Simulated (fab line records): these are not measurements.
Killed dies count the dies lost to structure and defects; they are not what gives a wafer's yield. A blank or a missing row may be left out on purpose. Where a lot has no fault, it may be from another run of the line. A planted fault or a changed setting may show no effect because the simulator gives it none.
fab line records	flow sky130
record: lots: 6	wafers: 18	last-day: 50
route steps=708 shown VIA1@481 METAL2@483 PAD_OPEN@708
lots untouched by any fault: they come from a run of this same line in which no faults occurred
start-h: start of the lot's first displayed wafer, in hours after the record's first day	wait-h: time in hours since the lot's previous step	" same as the row above	L1.1+2: several wafers, shown together as one row	- either no value or no given start	* or withheld: withheld	< > ~ a bound
route shown NAME@n: names a module that has steps shown in the file, with the first one's number in the route	usual: the fault-free wafers' mean and standard deviation	same: alike in all rows	chamber/n: place in a boat	sites: readings site by site	_std_site: the standard deviation of these	_edge_site: inner sites' mean taken away from outer sites' mean	radius-mm: for every site, how far away it sits from the centre of the wafer	mask NAME#n: copy n	behind: the most recent tool/chamber to have shaped the wafer	hold: reason for holding the lot/hours on hold/outcome of the hold	device: names the non-switching transistor (n, p or np)	end of line: the same wafers' tests at the end of the route	a step without rows: its recipe alone	killed: dies lost to structure and defects at the first sort, not the wafer's yield	map: a wafer's dies, x killed, . not, _ none there
set.NAME: the setting the step ran with; set.NAME@STEP: the setting that earlier step ran with	model.NAME: the simulator's own value behind a step, which no gauge read
lots seen at some steps along the route; tables by step, rows by wafer
services: the hour from which a tool's chamber was out of use, counted from the record's first day as start-h (under 0 if before that day), plus the number of hours and why
== steps ==
step: SKY_VIA1_THK_MEAS_23
recipe: thk-meas-gauge: xrf	reads: W_of_VIA1_CVD_21
usual: VIA1_W_THK: 279/3.3
lot.wafer	tool	chamber	start-h	wait-h	VIA1_W_THK[nm]
L147.3	film-metro-03	-	873.95	0.1	282
L147.5	"	-	"	"	284
L147.6	"	-	"	"	281
L151.2	film-metro-02	-	891.92	0.1	277
L151.3	"	-	"	"	283
L151.6	"	-	"	"	283
L155.1	film-metro-02	-	930.06	0.1	285
L155.3	"	-	"	"	281
L155.5	"	-	"	"	283
L157.1	film-metro-02	-	934.17	0.1	282
L157.3	"	-	"	"	282
L157.6	"	-	"	"	282
L161.3	film-metro-01	-	961.35	0.1	283
L161.4	"	-	"	"	276
L161.6	"	-	"	"	280
L162.1	film-metro-02	-	967.25	0.1	281
L162.3	"	-	"	"	271
L162.6	"	-	"	"	272
step: SKY_VIA1_CMP_24
recipe: stop-on: SiO2	t-overpolish-s: 15	down-force-psi: 3.5	platen-rpm: 60	target-thk-nm: 0	pad-velocity-m-s: 0.94248
step: SKY_METAL2_SPUTTER_00
recipe: material: Ti	target-thk-nm: 15	power-w: 3000	time-s: 10	chamber-pressure-pa: 0.4
usual: throttle-valve-pct: 29.8/1.1
lot.wafer	tool	chamber	start-h	wait-h	throttle-valve-pct
L147.3	pvd-sputter-04	-	874.29	0.1	28.1
L147.5	"	-	"	"	30.1
L147.6	"	-	"	"	29.4
L151.2	pvd-sputter-03	-	892.27	0.1	29.5
L151.3	"	-	"	"	29.1
L151.6	"	-	"	"	29.5
L155.1	pvd-sputter-04	-	930.42	0.1	30.2
L155.3	"	-	"	"	29.9
L155.5	"	-	"	"	29.8
L157.1	pvd-sputter-03	-	934.53	0.1	29.1
L157.3	"	-	"	"	29.9
L157.6	"	-	"	"	31.0
L161.3	pvd-sputter-02	-	961.69	0.2	30.3
L161.4	"	-	"	"	29.7
L161.6	"	-	"	"	30.5
L162.1	pvd-sputter-02	-	967.82	0.1	29.6
L162.3	"	-	"	"	30.5
L162.6	"	-	"	"	30.7
step: SKY_METAL2_SPUTTER_01
recipe: material: TiN	target-thk-nm: 20	power-w: 6500	time-s: 16.7	chamber-pressure-pa: 0.4
usual: throttle-valve-pct: 29.8/1.1
lot.wafer	tool	chamber	start-h	wait-h	throttle-valve-pct
L147.3	pvd-sputter-04	-	874.31	0.0	28.6
L147.5	"	-	"	"	30.2
L147.6	"	-	"	"	29.4
L151.2	pvd-sputter-03	-	892.30	0.0	29.7
L151.3	"	-	"	"	29.3
L151.6	"	-	"	"	29.9
L155.1	pvd-sputter-04	-	930.44	0.0	30.2
L155.3	"	-	"	"	29.9
L155.5	"	-	"	"	29.8
L157.1	pvd-sputter-03	-	934.55	0.0	29.1
L157.3	"	-	"	"	29.8
L157.6	"	-	"	"	31.1
L161.3	pvd-sputter-02	-	961.71	0.0	30.4
L161.4	"	-	"	"	29.7
L161.6	"	-	"	"	30.3
L162.1	pvd-sputter-02	-	967.84	0.0	30.2
L162.3	"	-	"	"	30.5
L162.6	"	-	"	"	30.5
step: SKY_METAL2_SPUTTER_02
recipe: material: AlCu	target-thk-nm: 250	power-w: 10600	time-s: 13.3	chamber-pressure-pa: 0.4
usual: throttle-valve-pct: 29.8/1.1
lot.wafer	tool	chamber	start-h	wait-h	throttle-valve-pct
L147.3	pvd-sputter-04	-	874.33	0.0	28.0
L147.5	"	-	"	"	30.2
L147.6	"	-	"	"	29.5
L151.2	pvd-sputter-03	-	892.32	0.0	29.9
L151.3	"	-	"	"	29.3
L151.6	"	-	"	"	29.8
L155.1	pvd-sputter-04	-	930.47	0.0	29.7
L155.3	"	-	"	"	30.0
L155.5	"	-	"	"	30.0
L157.1	pvd-sputter-03	-	934.58	0.0	29.2
L157.3	"	-	"	"	29.7
L157.6	"	-	"	"	30.9
L161.3	pvd-sputter-02	-	961.74	0.0	30.4
L161.4	"	-	"	"	29.8
L161.6	"	-	"	"	30.5
L162.1	pvd-sputter-02	-	967.87	0.0	29.6
L162.3	"	-	"	"	30.4
L162.6	"	-	"	"	30.5
step: SKY_METAL2_SPUTTER_03
recipe: material: Ti	target-thk-nm: 5	power-w: 3000	time-s: 3.3	chamber-pressure-pa: 0.4
usual: throttle-valve-pct: 29.9/1.1
lot.wafer	tool	chamber	start-h	wait-h	throttle-valve-pct
L147.3	pvd-sputter-04	-	874.36	0.0	27.9
L147.5	"	-	"	"	29.9
L147.6	"	-	"	"	29.5
L151.2	pvd-sputter-03	-	892.35	0.0	29.6
L151.3	"	-	"	"	29.4
L151.6	"	-	"	"	29.9
L155.1	pvd-sputter-04	-	930.49	0.0	29.8
L155.3	"	-	"	"	30.0
L155.5	"	-	"	"	29.8
L157.1	pvd-sputter-03	-	934.60	0.0	28.9
L157.3	"	-	"	"	29.6
L157.6	"	-	"	"	30.9
L161.3	pvd-sputter-02	-	961.76	0.0	30.4
L161.4	"	-	"	"	30.2
L161.6	"	-	"	"	30.6
L162.1	pvd-sputter-02	-	967.89	0.0	29.9
L162.3	"	-	"	"	30.2
L162.6	"	-	"	"	30.3
step: SKY_METAL2_SPUTTER_04
recipe: material: TiN	target-thk-nm: 70	power-w: 6500	time-s: 58.3	chamber-pressure-pa: 0.4
usual: throttle-valve-pct: 29.8/1.1
lot.wafer	tool	chamber	start-h	wait-h	throttle-valve-pct
L147.3	pvd-sputter-04	-	874.38	0.0	28.2
L147.5	"	-	"	"	29.8
L147.6	"	-	"	"	29.6
L151.2	pvd-sputter-03	-	892.37	0.0	29.6
L151.3	"	-	"	"	29.2
L151.6	"	-	"	"	29.7
L155.1	pvd-sputter-04	-	930.51	0.0	29.7
L155.3	"	-	"	"	30.0
L155.5	"	-	"	"	30.0
L157.1	pvd-sputter-03	-	934.62	0.0	28.9
L157.3	"	-	"	"	29.5
L157.6	"	-	"	"	31.1
L161.3	pvd-sputter-02	-	961.78	0.0	30.4
L161.4	"	-	"	"	29.9
L161.6	"	-	"	"	30.5
L162.1	pvd-sputter-02	-	967.91	0.0	30.0
L162.3	"	-	"	"	30.6
L162.6	"	-	"	"	30.4
step: SKY_METAL2_RS_MEAS_05
recipe: thk-meas-gauge: four-point-probe	reads: TiN_of_METAL2_SPUTTER_04+Ti_of_METAL2_SPUTTER_03+AlCu_of_METAL2_SPUTTER_02+TiN_of_METAL2_SPUTTER_01+Ti_of_METAL2_SPUTTER_00
usual: METAL2_ALCU_RS: 0.1267/0.0015
lot.wafer	tool	chamber	start-h	wait-h	METAL2_ALCU_RS[ohm/sq]
L147.3	film-metro-02	-	874.47	0.1	0.1275
L147.5	"	-	"	"	0.1272
L147.6	"	-	"	"	0.1276
L151.2	film-metro-04	-	892.43	0.0	0.1275
L151.3	"	-	"	"	0.1270
L151.6	"	-	"	"	0.1286
L155.1	film-metro-04	-	930.56	0.0	0.1257
L155.3	"	-	"	"	0.1270
L155.5	"	-	"	"	0.1262
L157.1	film-metro-02	-	934.67	0.0	0.1273
L157.3	"	-	"	"	0.1270
L157.6	"	-	"	"	0.1280
L161.3	film-metro-04	-	961.87	0.1	0.1251
L161.4	"	-	"	"	0.1250
L161.6	"	-	"	"	0.1242
L162.1	film-metro-02	-	967.96	0.0	0.1239
L162.3	"	-	"	"	0.1245
L162.6	"	-	"	"	0.1246
step: SKY_METAL2_THK_MEAS_06
recipe: thk-meas-gauge: xrf	reads: AlCu_of_METAL2_SPUTTER_02
usual: METAL2_ALCU_THK: 253/3.6
lot.wafer	tool	chamber	start-h	wait-h	METAL2_ALCU_THK[nm]
L147.3	film-metro-02	-	874.57	0.1	253
L147.5	"	-	"	"	251
L147.6	"	-	"	"	253
L151.2	film-metro-04	-	892.54	0.1	253
L151.3	"	-	"	"	255
L151.6	"	-	"	"	253
L155.1	film-metro-04	-	930.68	0.1	257
L155.3	"	-	"	"	253
L155.5	"	-	"	"	256
L157.1	film-metro-02	-	934.79	0.1	255
L157.3	"	-	"	"	253
L157.6	"	-	"	"	250
L161.3	film-metro-04	-	961.97	0.1	258
L161.4	"	-	"	"	257
L161.6	"	-	"	"	259
L162.1	film-metro-02	-	968.08	0.1	260
L162.3	"	-	"	"	259
L162.6	"	-	"	"	257
step: SKY_METAL2_DEHYDRATE_07
recipe: temp-c: 200	time-s: 60
step: SKY_METAL2_HMDS_08
recipe: prime-time-s: 60	prime-temp-c: 120
step: SKY_METAL2_COAT_09
recipe: resist: BARC	temp-c: withheld	time-s: withheld	spin-rpm: 3000	resist-thk-nm: 60
step: SKY_METAL2_COAT_10
recipe: resist: KrF-thick	spin-rpm: 3000	resist-thk-nm: 450
usual: spin-speed-rpm: 2999.7/2.2
lot.wafer	tool	chamber	start-h	wait-h	spin-speed-rpm	model.KrF-thick_of_METAL2_COAT_10.thk-nm
L147.3	litho-track-02	0	887	-	2998.6	448.9
L147.5	"	0	"	"	2997.5	449.3
L147.6	"	0	"	"	3001.4	449.2
L151.2	litho-track-04	0	905	-	3001.3	450.5
L151.3	"	0	"	"	2999.9	451.8
L151.6	"	0	"	"	3002.0	450.4
L155.1	litho-track-04	0	943	-	2955.5	453.7
L155.3	"	0	"	"	2954.1	455.6
L155.5	"	0	"	"	2959.4	453.6
L157.1	litho-track-04	0	946	-	2952.5	453
L157.3	"	0	"	"	2952.7	452.1
L157.6	"	0	947	-	2951.4	452
L161.3	litho-track-02	0	973	-	2999.8	450.2
L161.4	"	0	"	"	2995.6	449.8
L161.6	"	0	"	"	2999.3	449.5
L162.1	litho-track-01	0	978	-	2997.5	449.8
L162.3	"	0	"	"	2998.6	450.7
L162.6	"	0	979	-	2997.5	450.3
step: SKY_METAL2_SOFTBAKE_11
recipe: temp-c: 100	time-s: 90	resist: KrF-thick
step: SKY_METAL2_EXPOSE_12
recipe: mask-id: MM2	na: 0.8	source-shape: annular	sigma-inner: 0.55	sigma-outer: 0.85	target-cd-nm: 140	dose-mj: 28
step: SKY_METAL2_PEB_13
recipe: peb-temp-c: withheld	peb-time-s: withheld	resist: KrF-thick
step: SKY_METAL2_DEVELOP_14
recipe: develop-time-s: 60	resist: KrF-thick	dev-temp-c: 21
step: SKY_METAL2_CD_MEAS_15
recipe: target-cd-nm: 140
usual: cd-nm: 140.1/1.3
lot.wafer	tool	chamber	start-h	wait-h	cd-nm
L147.3	cd-sem-01	-	900.87	-	139.4
L147.5	"	-	"	"	137.6
L147.6	"	-	"	"	138.7
L151.2	cd-sem-01	-	918.00	-	141.0
L151.3	"	-	"	"	141.8
L151.6	"	-	"	"	140.4
L155.1	cd-sem-01	-	955.10	-	137.7
L155.3	"	-	"	"	140.0
L155.5	"	-	"	"	139.1
L157.1	cd-sem-01	-	958.85	-	140.4
L157.3	"	-	"	"	141.4
L157.6	"	-	"	"	140.8
L161.3	cd-sem-01	-	986.26	-	142.1
L161.4	"	-	"	"	141.5
L161.6	"	-	"	"	141.7
L162.1	cd-sem-01	-	991.80	-	139.7
L162.3	"	-	"	"	140.4
L162.6	"	-	"	"	139.9
step: SKY_METAL2_OVL_MEAS_16
usual: METAL2_OVL: 3/4.6
lot.wafer	tool	chamber	start-h	wait-h	METAL2_OVL[nm]
L147.3	overlay-02	-	900.96	0.1	2
L147.5	"	-	"	"	-3
L147.6	"	-	"	"	1
L151.2	overlay-01	-	918.10	0.1	14
L151.3	"	-	"	"	12
L151.6	"	-	"	"	11
L155.1	overlay-02	-	955.22	0.1	5
L155.3	"	-	"	"	1
L155.5	"	-	"	"	0
L157.1	overlay-01	-	958.97	0.1	-2
L157.3	"	-	"	"	-4
L157.6	"	-	"	"	-4
L161.3	overlay-02	-	986.35	0.1	-1
L161.4	"	-	"	"	-1
L161.6	"	-	"	"	2
L162.1	overlay-01	-	991.92	0.1	11
L162.3	"	-	"	"	11
L162.6	"	-	"	"	6
step: SKY_METAL2_DESCUM_17
recipe: chemistry: O2	source-power-w: 150	bias-power-w: 0	pressure-mtorr: 10	temp-c: 40	time-s: 8
step: SKY_METAL2_ETCH_18
recipe: chemistry: N2/H2	target: BARC	ion-energy-ev: 200	bias-w: 100	pressure-mtorr: 30	n2-flow-sccm: 100	h2-flow-sccm: 200	icp-w: 500	stop-on: SiO2	time-s: 45.9	target-depth-a: 600
usual: drypump-motor-current-A: 6.00/0.26	oes-product-au: 0.855/0.0047	throttle-valve-pct: 13.225/0.009
lot.wafer	tool	chamber	start-h	wait-h	drypump-motor-current-A	oes-product-au	rf-hours-counter-h	throttle-valve-pct	model.KrF-thick_of_METAL2_COAT_10.thk-nm
L147.3	rie-metal-01	1	901.04	0.0	5.64	0.847	-	13.238	391.1
L147.5	"	1	"	"	5.67	0.851	-	13.211	391.4
L147.6	"	0	"	"	5.78	0.861	-	13.216	392
L151.2	rie-metal-01	0	918.17	0.0	5.80	0.852	2	13.218	393.4
L151.3	"	0	"	"	5.79	0.848	-	13.236	394.6
L151.6	"	0	"	"	5.82	0.856	-	13.211	393.6
L155.1	rie-metal-01	1	955.30	0.0	5.67	0.856	7	13.224	395.6
L155.3	"	1	"	"	5.65	0.862	-	13.222	397.9
L155.5	"	1	"	"	5.69	0.855	-	13.232	395.6
L157.1	rie-metal-02	0	959.04	0.0	5.68	0.858	9	13.216	396.8
L157.3	"	0	"	"	5.65	0.848	-	13.238	395.4
L157.6	"	1	"	"	6.36	0.860	-	13.244	394.6
L161.3	rie-metal-03	1	986.43	0.0	6.09	0.851	-	13.222	393.3
L161.4	"	0	"	"	6.20	0.847	-	13.235	392.4
L161.6	"	1	"	"	6.13	0.849	-	13.240	392.8
L162.1	rie-metal-03	1	991.99	0.0	6.10	0.856	0	13.215	393.3
L162.3	"	1	"	"	6.11	0.856	-	13.224	393.8
L162.6	"	0	"	"	6.23	0.854	-	13.233	392.8
step: SKY_METAL2_METAL_ETCH_19
recipe: target-depth-a: 3600	stop-on: SiO2	over-etch-frac: 0.3	time-s: 78	chemistry: Cl2/BCl3	resist-sidewall-deg: 88	pressure-mtorr: 10	icp-w: 900	bias-w: 48.5	Cl2_flow_sccm: 60	bcl3-flow-sccm: 30
step: SKY_PAD_OPEN_PROBE_99
usual: defect-limited-yield: 82.9/1.9	killed_at_M0_to_M3: 42/6.3	killed_at_M4_up: 2.8/1.9	killed-at-contacts: 23/5.3	killed-at-front-end: 16/4.3	killed-at-other: 0.2/0.51	killed-dies: 84/9.3	killed-open: 46/7.6	killed-short: 38/6.3	sort_bin_3_pad_short: 0.8/0.41	sort_bin_5_function: 10.0/1.4	sort_bin_6_memory: 6.2/1.1	sort-n-pass: 408/9.3	sort-yield-pct: 82.9/1.9
same: gross-dies: 492	killed-at-back-side: 0	sort_bin_4_leakage[%]: 0	sort_bin_8_speed[%]: 0
lot.wafer	tool	chamber	start-h	wait-h	defect-limited-yield[%]	killed_at_M0_to_M3	killed_at_M4_up	killed-at-contacts	killed-at-front-end	killed-at-other	killed-dies	killed-open	killed-short	sort_bin_3_pad_short[%]	sort_bin_5_function[%]	sort_bin_6_memory[%]	sort-n-pass	sort-yield-pct[%]
L147.3	prober-01	-	1139.82	0.2	81.5	46	5	26	14	0	91	54	37	1.0	10.0	7.5	401	81.5
L147.5	prober-01	-	1139.92	0.2	84.1	36	1	26	13	2	78	45	33	0.6	8.9	6.3	414	84.1
L147.6	prober-01	-	1139.97	0.2	81.7	39	3	27	19	2	90	55	35	0.6	12.2	5.5	402	81.7
L151.2	prober-01	-	1151.89	0.1	85.0	36	2	26	10	0	74	52	22	0.2	10.2	4.7	418	85.0
L151.3	prober-01	-	1151.94	0.2	84.6	34	2	28	12	0	76	42	34	0.8	10.8	3.9	416	84.6
L151.6	prober-01	-	1152.09	0.2	83.7	42	3	21	14	0	80	45	35	0.4	9.6	6.3	412	83.7
L155.1	prober-02	-	1177.95	0.1	81.1	41	4	30	18	0	93	50	43	0.4	11.4	7.1	399	81.1
L155.3	prober-02	-	1178.05	0.2	82.3	43	2	25	16	1	87	43	44	0.6	12.2	4.9	405	82.3
L155.5	prober-02	-	1178.15	0.2	86.6	31	3	23	9	0	66	28	38	1.8	7.5	4.1	426	86.6
L157.1	prober-01	-	1183.99	0.1	83.1	35	0	27	20	1	83	40	43	1.0	8.5	7.3	409	83.1
L157.3	prober-01	-	1184.09	0.2	82.7	38	5	25	17	0	85	49	36	0.8	10.6	5.9	407	82.7
L157.6	prober-01	-	1184.24	0.2	81.7	45	1	25	19	0	90	55	35	0.4	11.8	6.1	402	81.7
L161.3	prober-02	-	1202.29	0.2	84.6	41	3	21	10	1	76	48	28	0.2	10.2	5.1	416	84.6
L161.4	prober-02	-	1202.34	0.2	84.1	33	6	23	15	1	78	37	41	1.2	8.1	6.5	414	84.1
L161.6	prober-02	-	1202.44	0.2	84.6	43	5	16	12	0	76	41	35	0.8	8.1	6.5	416	84.6
L162.1	prober-01	-	1205.38	0.1	83.1	40	3	23	17	0	83	43	40	1.2	9.1	6.5	409	83.1
L162.3	prober-01	-	1205.48	0.2	83.3	43	3	23	13	0	82	49	33	1.0	10.8	4.9	410	83.3
L162.6	prober-01	-	1205.63	0.2	81.9	48	4	25	12	0	89	46	43	1.0	10.4	6.7	403	81.9
killed by level:class
L147.3 VIA1:geometric-particle:open=14 CONTACT:geometric-particle:open=12 LI_CONTACT:geometric-particle:open=8 VIA2:geometric-particle:open=7 METAL2:geometric-particle:short=6 VIA1:geometric-particle:short=5 VIA3:geometric-particle:short=4 VIA3:geometric-particle:open=4
L147.5 VIA2:geometric-particle:open=8 CONTACT:geometric-particle:open=7 VIA1:geometric-particle:open=7 LI_CONTACT:geometric-particle:open=6 VIA3:geometric-particle:open=6 CONTACT:geometric-particle:short=5 VIA3:geometric-particle:short=5 LOCAL_INTERCONNECT:geometric-particle:short=4
L147.6 CONTACT:geometric-particle:open=10 VIA3:geometric-particle:open=9 LI_CONTACT:geometric-particle:open=8 FIELD_ISO:geometric-particle:short=7 FIELD_ISO:geometric-particle:open=6 VIA1:geometric-particle:open=6 VIA1:geometric-particle:short=5 LOCAL_INTERCONNECT:geometric-particle:short=5
L151.2 VIA1:geometric-particle:open=14 CONTACT:geometric-particle:open=13 LI_CONTACT:geometric-particle:open=9 VIA2:geometric-particle:open=7 VIA1:geometric-particle:short=4 FIELD_ISO:geometric-particle:short=3 METAL1:geometric-particle:short=3 VIA3:geometric-particle:open=3
L151.3 LI_CONTACT:geometric-particle:open=8 CONTACT:geometric-particle:open=7 FIELD_ISO:geometric-particle:open=6 VIA2:geometric-particle:open=6 VIA3:geometric-particle:open=5 CONTACT:geometric-particle:short=5 LI_CONTACT:geometric-particle:short=4 LOCAL_INTERCONNECT:geometric-particle:short=4
L151.6 LI_CONTACT:geometric-particle:open=12 VIA1:geometric-particle:open=8 VIA2:geometric-particle:open=7 VIA1:geometric-particle:short=6 VIA3:geometric-particle:open=6 CONTACT:geometric-particle:open=5 VIA2:geometric-particle:short=5 FIELD_ISO:geometric-particle:short=4
L155.1 CONTACT:geometric-particle:open=14 FIELD_ISO:geometric-particle:short=9 VIA2:geometric-particle:open=8 METAL1:geometric-particle:short=8 VIA1:geometric-particle:open=7 LI_CONTACT:geometric-particle:open=5 VIA2:geometric-particle:short=5 LOCAL_INTERCONNECT:geometric-particle:short=4
L155.3 VIA2:geometric-particle:open=8 LI_CONTACT:geometric-particle:open=7 CONTACT:geometric-particle:open=7 METAL2:geometric-particle:short=7 CONTACT:geometric-particle:short=6 FIELD_ISO:geometric-particle:open=5 METAL1:geometric-particle:short=5 VIA3:geometric-particle:open=5
L155.5 VIA1:geometric-particle:open=8 CONTACT:geometric-particle:short=7 CONTACT:geometric-particle:open=5 LI_CONTACT:geometric-particle:short=4 METAL1:geometric-particle:short=4 VIA2:geometric-particle:open=4 VIA3:geometric-particle:short=3 LI_CONTACT:geometric-particle:open=3
L157.1 LI_CONTACT:geometric-particle:open=10 CONTACT:geometric-particle:short=7 VIA3:geometric-particle:open=7 VIA1:geometric-particle:open=6 FIELD_ISO:geometric-particle:short=5 CONTACT:geometric-particle:open=5 POLY_GATE:geometric-particle:short=4 VIA1:geometric-particle:short=4
L157.3 CONTACT:geometric-particle:open=15 VIA3:geometric-particle:open=8 VIA2:geometric-particle:open=8 METAL1:geometric-particle:short=6 VIA2:geometric-particle:short=6 FIELD_ISO:geometric-particle:short=5 FIELD_ISO:geometric-particle:open=4 POLY_GATE:geometric-particle:short=4
L157.6 VIA1:geometric-particle:open=11 VIA3:geometric-particle:open=9 LI_CONTACT:geometric-particle:open=7 LOCAL_INTERCONNECT:geometric-particle:short=7 VIA1:geometric-particle:short=5 CONTACT:geometric-particle:open=5 VIA2:geometric-particle:open=5 FIELD_ISO:geometric-particle:open=4
L161.3 CONTACT:geometric-particle:open=12 VIA1:geometric-particle:open=12 VIA3:geometric-particle:open=8 METAL2:geometric-particle:short=6 LI_CONTACT:geometric-particle:open=5 VIA2:geometric-particle:open=4 VIA3:geometric-particle:short=4 FIELD_ISO:geometric-particle:open=3
L161.4 LI_CONTACT:geometric-particle:open=8 CONTACT:geometric-particle:open=7 METAL2:geometric-particle:short=6 FIELD_ISO:geometric-particle:short=5 CONTACT:geometric-particle:short=5 VIA1:geometric-particle:open=5 VIA1:geometric-particle:short=4 VIA3:geometric-particle:open=4
L161.6 VIA1:geometric-particle:open=9 CONTACT:geometric-particle:open=7 METAL2:geometric-particle:short=7 VIA2:geometric-particle:open=6 VIA3:geometric-particle:open=4 FIELD_ISO:geometric-particle:open=3 LI_CONTACT:geometric-particle:open=3 METAL1:geometric-particle:short=3
L162.1 CONTACT:geometric-particle:open=10 METAL2:geometric-particle:short=8 LI_CONTACT:geometric-particle:open=7 VIA2:geometric-particle:open=7 FIELD_ISO:geometric-particle:short=5 FIELD_ISO:geometric-particle:open=5 CONTACT:geometric-particle:short=5 VIA1:geometric-particle:short=5
L162.3 VIA1:geometric-particle:open=14 CONTACT:geometric-particle:open=10 VIA1:geometric-particle:short=9 FIELD_ISO:geometric-particle:open=6 LI_CONTACT:geometric-particle:open=6 METAL2:geometric-particle:short=6 VIA3:geometric-particle:open=5 LOCAL_INTERCONNECT:geometric-particle:short=3
L162.6 VIA1:geometric-particle:open=12 METAL1:geometric-particle:short=9 CONTACT:geometric-particle:open=9 VIA3:geometric-particle:open=6 CONTACT:geometric-particle:short=5 POLY_GATE:geometric-particle:open=4 LI_CONTACT:geometric-particle:short=4 VIA2:geometric-particle:open=4
== services ==
tool	chamber	start-h	hours	kind
rie-metal-01	0	856.22	-	clean
rie-metal-01	0	856.22	16.4	scheduled-down
rie-metal-01	0	856.22	16.4	vent-cycle
pvd-sputter-03	1	859.64	-	consumable-replace:kit
pvd-sputter-03	1	859.64	18.0	scheduled-down
pvd-sputter-03	1	859.64	18.0	vent-cycle
rie-metal-03	-	867.09	0.2	repair
rie-metal-02	0	880.09	9.9	repair
pvd-sputter-03	-	945.22	2.5	repair
pvd-sputter-03	-	946.85	3.5	repair
rie-metal-03	-	948.42	2.8	pm
pvd-sputter-02	0	958.13	-	consumable-replace:kit
pvd-sputter-02	0	958.13	18.0	scheduled-down
pvd-sputter-02	0	958.13	18.0	vent-cycle
rie-metal-03	1	967.12	-	clean
rie-metal-03	1	967.12	16.9	scheduled-down
rie-metal-03	1	967.12	16.9	vent-cycle
rie-metal-02	1	982.77	17.3	repair
== key ==
first-sign: step: SKY_METAL2_COAT_10	reading: spin-speed-rpm	direction: down	sigmas: 21	usual: 2999.7	struck: 2954.3
effect none on later readings
model-effect: step: SKY_METAL2_COAT_10	value: KrF-thick_of_METAL2_COAT_10.thk-nm	without: 449.9	struck: 453.3
model-effect: step: SKY_METAL2_ETCH_18	value: KrF-thick_of_METAL2_COAT_10.thk-nm	without: 392.6	struck: 396
met-at SKY_METAL2_COAT_10
struck-wafers L155.1,L155.3,L155.5,L157.1,L157.3,L157.6
onset-between 905 943
fault: kind: process-parameter-drift	tool: litho-track-04	chamber: -	onset-h: 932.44	steps: SKY_METAL2_COAT_10	channel: spin-rpm	offset: -45.216	shape: step	end-h: 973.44	acts-in: these-recipes-only	stated: 3000
